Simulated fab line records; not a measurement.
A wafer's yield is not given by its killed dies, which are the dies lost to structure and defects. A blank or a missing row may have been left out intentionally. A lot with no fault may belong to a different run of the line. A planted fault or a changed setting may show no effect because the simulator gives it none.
Which of the tools did it? -- flow gf180mcu -- 12 lots with 36 wafers sampled at 5 steps, on a route of 602 steps

## WHAT THE GAUGES READ, wafer by wafer
GF_HV_LDD_TW_MEAS_11.
lot,measured,on,HV_LDD_TW
L997,day 10 00:15,film metro-02,2424 2414 2425
L998,day 10 05:59,film metro-02,2412 2426 2402
L101,day 11 06:47,film metro-02,2402 2419 2432
L103,day 11 18:28,film metro-04,2428 2438 2428
L108,day 13 10:40,film metro-02,2418 2412 2418
L112,day 14 15:17,film metro-01,2271 2272 2276
L113,day 14 23:48,film metro-04,2409 2419 2407
L114,day 15 06:52,film metro-02,2310 2314 2307
L115,day 15 18:55,film metro-01,2389 2380 2393
L118,day 16 11:55,film metro-02,2428 2434 2429
L119,day 16 16:50,film metro-02,2442 2445 2436
L120,day 17 01:43,film metro-04,2408 2409 2406

GF_HV_LDD_RS_MEAS_53: measurement is done with a four-point probe.
lot,measured,on,HV_LDD_RS (ohm/sq)
L997,day 12 08:12,film metro-02,418.0 417.5 417.8
L998,day 12 16:30,film metro-02,419.5 419.0 419.0
L101,day 13 20:01,film metro-01,420.1 419.6 419.3
L103,day 14 07:22,film metro-04,417.5 417.5 417.5
L108,day 16 03:31,film metro-01,419.1 419.0 418.4
L112,day 17 09:56,film metro-04,450.6 449.8 450.0
L113,day 17 20:09,film metro-02,418.7 419.3 419.2
L114,day 18 03:25,film metro-04,450.5 450.3 450.7
L115,day 18 17:09,film metro-04,416.3 416.9 418.5
L118,day 19 11:28,film metro-04,418.4 418.1 417.9
L119,day 19 17:49,film metro-02,419.0 417.3 418.5
L120,day 20 03:11,film metro-02,418.1 418.1 418.0

GF_PSD_OVL_MEAS_08.
lot,measured,on,PSD_OVL (nm)
L997,day 14 03:16,overlay-01,1.1 -1.0 -0.4
L998,day 14 12:23,overlay-01,-1.5 -1.8 -1.5
L101,day 15 17:11,overlay-02,1.8 1.2 -0.1
L103,day 16 05:56,overlay-02,-1.0 -1.3 -1.4
L108,day 18 05:44,overlay-01,-0.5 -0.4 -0.8
L112,day 19 13:10,overlay-02,-1.1 -0.6 -0.4
L113,day 19 22:52,overlay-01,0.4 -0.1 -0.2
L114,day 20 06:50,overlay-01,1.2 1.0 1.6
L115,day 20 20:28,overlay-01,-2.9 -1.8 -2.9
L118,day 21 15:22,overlay-02,1.0 -0.8 0.9
L119,day 21 21:05,overlay-02,0.7 -1.2 1.7
L120,day 22 06:32,overlay-01,-0.6 -1.6 -1.0

## EACH LOT AND THE TOOL THAT RAN IT (in order: tool; ch and the chambers of the sampled wafers; start)
lot,GF_MVSD_STRIP_10,GF_HV_LDD_IMPLANT_09
L997,"plasma asher-04 ch 0,1, day 4 11:32","implanter-03 ch 0, day 10 00:00"
L998,"plasma asher-01 ch 0,1, day 4 16:31","implanter-04 ch 0, day 10 05:46"
L101,"plasma asher-02 ch 0,1, day 5 09:56","implanter-04 ch 0, day 11 06:34"
L103,"plasma asher-04 ch 0,1, day 5 21:35","implanter-04 ch 0, day 11 18:14"
L108,"plasma asher-02 ch 0,1, day 7 02:43","implanter-03 ch 0, day 13 10:26"
L112,"plasma asher-04 ch 0,1, day 8 01:32","implanter-04 ch 0, day 14 15:02"
L113,"plasma asher-04 ch 0,1, day 8 10:08","implanter-03 ch 0, day 14 23:34"
L114,"plasma asher-02 ch 0,1, day 8 14:25","implanter-04 ch 0, day 15 06:38"
L115,"plasma asher-04 ch 0,1, day 8 20:50","implanter-03 ch 0, day 15 18:41"
L118,"plasma asher-02 ch 0,1, day 9 12:44","implanter-02 ch 0, day 16 11:40"
L119,"plasma asher-02 ch 0,1, day 9 18:07","implanter-03 ch 0, day 16 16:37"
L120,"plasma asher-01 ch 0,1, day 9 22:59","implanter-03 ch 0, day 17 01:28"
- GF_MVSD_STRIP_10: strips in O2/N2.
- GF_HV_LDD_IMPLANT_09

## WHAT THE TOOLS THEMSELVES READ (means of the sampled wafers that have a number; where no wafer has one, the mark that the record gives instead)
GF_MVSD_STRIP_10.
lot,tool,drypump motor current A (A),heater power w (W),oes product au (a.u.),strip time to endpoint s (s)
L997,plasma asher-04,5.91,363,0.722,36.99
L998,plasma asher-01,6.35,333,0.716,36.92
L101,plasma asher-02,5.98,354,0.721,36.82
L103,plasma asher-04,5.93,380,0.722,36.84
L108,plasma asher-02,5.97,355,0.718,37.01
L112,plasma asher-04,5.91,384,0.726,37.00
L113,plasma asher-04,5.91,383,0.723,36.96
L114,plasma asher-02,6.04,364,0.720,36.94
L115,plasma asher-04,5.93,378,0.722,36.96
L118,plasma asher-02,6.05,365,0.726,37.12
L119,plasma asher-02,5.98,364,0.726,36.83
L120,plasma asher-01,6.34,330,0.724,37.10

GF_HV_LDD_IMPLANT_09.
lot,tool,tilt deg (degrees)
L997,implanter-03,6.994
L998,implanter-04,7.014
L101,implanter-04,7.019
L103,implanter-04,7.006
L108,implanter-03,7.009
L112,implanter-04,7.006
L113,implanter-03,7.029
L114,implanter-04,7.024
L115,implanter-03,7.004
L118,implanter-02,7.014
L119,implanter-03,7.003
L120,implanter-03,6.988

## THE ANSWER, worked out from the rows above alone
Rule: the usual values come from the lots themselves. Put in order of their means at a reading, lots are off if they are a third of the lots or fewer, leave a main group of 4 or more, and stand apart from it by a gap of 3 or more times the standard deviation of the main group's means; of several such gaps the widest counts. The tables above print the reading to a certain number of digits; a main group whose means all agree to those digits is not used. Also off: a lot with no number at a reading for which 4 or more lots have one. The other lots that the step has rows for count as sound. After the gauges, taken in route order, come the tools' own readings; for these a lot's mean is taken, as printed above. The first step at which some lot is off is used, and at that step the reading that is off furthest; a lot without a number counts as furthest.
Off: at GF_HV_LDD_TW_MEAS_11 (HV_LDD_TW), L112, L114. The main group: mean 2418, standard deviation 14.
A tool fits if, at a process step before that reading, it ran every lot that is off, and no sound lot after the first of them. The gauges at GF_HV_LDD_TW_MEAS_11 aren't tried: what is off there is off at GF_HV_LDD_RS_MEAS_53 too, on other tools, and a gauge's error can't cause that. One fits: GF_HV_LDD_IMPLANT_09 on implanter-04. Its last sound lot is L103 (day 11 18:14), its first lot that is off L112 (day 14 15:02): a fault that began between those two fits.

## WHAT THE SIMULATOR PUT IN
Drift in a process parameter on implanter-04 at GF_HV_LDD_IMPLANT_09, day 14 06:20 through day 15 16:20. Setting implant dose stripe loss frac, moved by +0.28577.
Shown lots that were struck: L112, L114. This agrees with what the rule above found.
